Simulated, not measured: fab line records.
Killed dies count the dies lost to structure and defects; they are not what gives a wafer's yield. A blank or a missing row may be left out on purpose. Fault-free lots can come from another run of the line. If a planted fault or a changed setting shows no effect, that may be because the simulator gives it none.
Matching of chambers + flow gf180mcu + GF_V2_CMP_04 on cmp-01: 4 sister chambers
The step polishes SiO2. 4 wafers are shown with their chamber, then 10 later ones without.

WAFERS PAIRED WITH THEIR CHAMBERS
| wafer  | chamber | motor-current-A (A) |
|--------|---------|---------------------|
| L080.1 | 1       | 12.8                |
| L088.2 | 0       | 14.9                |
| L090.2 | 2       | 13.6                |
| L090.3 | 3       | 12.5                |

WAFERS WITHOUT THEIR CHAMBER
| wafer  | motor-current-A (A) |
|--------|---------------------|
| L090.4 | 12.9                |
| L092.1 | 14.1                |
| L092.3 | 12.6                |
| L092.4 | 14.0                |
| L096.2 | 12.7                |
| L096.4 | 12.4                |
| L096.6 | 12.6                |
| L097.3 | 13.3                |
| L097.5 | 14.4                |
| L097.6 | 12.0                |

WHICH CHAMBER EACH WENT THROUGH
| wafer  | from the rows above          | in truth |
|--------|------------------------------|----------|
| L090.4 | can't be placed: 1 or 3 or 2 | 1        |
| L092.1 | can't be placed: 2 or 0      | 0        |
| L092.3 | can't be placed: 3 or 1      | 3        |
| L092.4 | can't be placed: 2 or 0      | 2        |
| L096.2 | can't be placed: 1 or 3      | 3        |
| L096.4 | can't be placed: 3 or 1      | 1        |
| L096.6 | can't be placed: 3 or 1      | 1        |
| L097.3 | can't be placed: 2 or 1 or 3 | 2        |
| L097.5 | can't be placed: 0 or 2      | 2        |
| L097.6 | can't be placed: 3 or 1      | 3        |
Placed correctly: 0 of 10. Unplaceable from these rows: 10, with the true chamber sitting among the candidates in 10. Number placed wrongly: 0.
How it was worked out, from the rows above alone: a wafer's distance from a chamber is the root of the sum, over the readings, of the square of ((its reading less the chamber's mean) divided by the reading's scatter). If the next closest chamber is less than 2 further off than the closest, the wafer can't be placed; otherwise it belongs to the closest. The mean given for a chamber averages the wafers shown for that chamber. The scatter: with one shown wafer a chamber, the root of the mean of the squares of how far each hidden wafer lies from its nearest shown one.
